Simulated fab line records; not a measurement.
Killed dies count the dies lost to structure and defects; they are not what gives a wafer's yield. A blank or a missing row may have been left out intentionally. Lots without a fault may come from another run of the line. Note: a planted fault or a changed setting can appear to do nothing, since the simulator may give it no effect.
Tool commonality check ; flow gf180mcu ; 13 lots, 45 wafers sampled

WHY IT WAS OPENED
Of 13 lots, 2 have the reading NWELL_RS flagged at GF_VT_IMPLANT_RS_MEAS_47. Fault-free wafers read 487.8 ohm/sq, with a standard deviation of 1.2.
Rule: flag the lot when none of its wafers has a number, or when each of its wafers that has one lies beyond 4 standard deviations from that mean. As for the other lots, they are considered sound.

lot;measured;on;NWELL_RS (ohm/sq), wafer by wafer;flag
L314;day 8 10:37;filmMetro-03;484.4 486.8 485.8;
L315;day 8 16:07;filmMetro-01;487.4 488.1 489.0;
L316;day 8 22:17;filmMetro-02;490.4 490.4 488.2;
L317;day 9 09:05;filmMetro-03;487.8 488.4 487.4;
L318;day 9 13:05;filmMetro-03;487.2 485.6 486.8;
L319;day 9 18:37;filmMetro-02;500.1 501.6 501.0 500.7 502.4 502.5;FLAGGED
L321;day 10 10:02;filmMetro-03;486.8 486.7 485.6;
L322;day 10 15:10;filmMetro-01;501.5 501.7 501.4 500.8 501.0 502.3;FLAGGED
L328;day 12 07:21;filmMetro-03;488.7 489.7 488.1;
L329;day 12 14:39;filmMetro-01;487.1 487.3 488.5;
L331;day 13 06:19;filmMetro-03;488.1 486.5 486.3;
L332;day 13 12:08;filmMetro-01;488.1 488.5 489.0;
L333;day 13 21:57;filmMetro-02;487.9 489.1 486.6;
The numbers of the flagged lots are 501.4 ohm/sq on average: +13.6 ohm/sq against the usual, or +11 standard deviations.

TOOL THAT RAN EACH LOT
The record keeps 1 process step preceding the reading, out of 602 steps on the route. Each cell gives the tool, then ch followed by the chambers the sampled wafers passed through, then the start.
lot;flag;GF_NWELL_IMPLANT_09
L314;;implanter-02 ch 0, day 4 00:45
L315;;implanter-02 ch 0, day 4 06:20
L316;;implanter-04 ch 0, day 4 10:58
L317;;implanter-02 ch 0, day 4 18:02
L318;;implanter-04 ch 0, day 4 22:48
L319;FLAGGED;implanter-04 ch 0, day 5 03:36
L321;;implanter-02 ch 0, day 5 14:29
L322;FLAGGED;implanter-04 ch 0, day 5 20:17
L328;;implanter-02 ch 0, day 7 04:50
L329;;implanter-02 ch 0, day 7 10:05
L331;;implanter-02 ch 0, day 7 22:25
L332;;implanter-04 ch 0, day 8 02:24
L333;;implanter-02 ch 0, day 8 09:17
What the steps here do:
- GF_NWELL_IMPLANT_09
- GF_VT_IMPLANT_RS_MEAS_47: measures by four-point-probe.

FLAGGED OVER TOTAL, TOOL BY TOOL (the gauges that took the reading come last)
step;tool;lots run;flagged;share of the flagged lots;sound lots run after its first flagged lot
GF_NWELL_IMPLANT_09;implanter-02;8;0;none;-
GF_NWELL_IMPLANT_09;implanter-04;5;2;all;1 (L332)
GF_VT_IMPLANT_RS_MEAS_47;filmMetro-01;4;1;some;2 (L329,L332)
GF_VT_IMPLANT_RS_MEAS_47;filmMetro-02;3;1;some;1 (L333)
GF_VT_IMPLANT_RS_MEAS_47;filmMetro-03;6;0;none;-

WHAT IS ALLOWED BY THE TABLE
All flagged lots share 1 row of the table, namely implanter-04 at GF_NWELL_IMPLANT_09.
- implanter-04 at GF_NWELL_IMPLANT_09 ran 5 lots, 2 of them flagged. Sound lots ran on it after the first flagged one (L332), which a lasting fault on the whole tool wouldn't allow. Its own readings lie more than 4 standard deviations out on every wafer of the flagged lots: doseIonsCm2, faradayCurrentUA.
No row of the table ran every flagged lot and no sound lot after the first.

WHAT THE SIMULATOR HAD PUT IN
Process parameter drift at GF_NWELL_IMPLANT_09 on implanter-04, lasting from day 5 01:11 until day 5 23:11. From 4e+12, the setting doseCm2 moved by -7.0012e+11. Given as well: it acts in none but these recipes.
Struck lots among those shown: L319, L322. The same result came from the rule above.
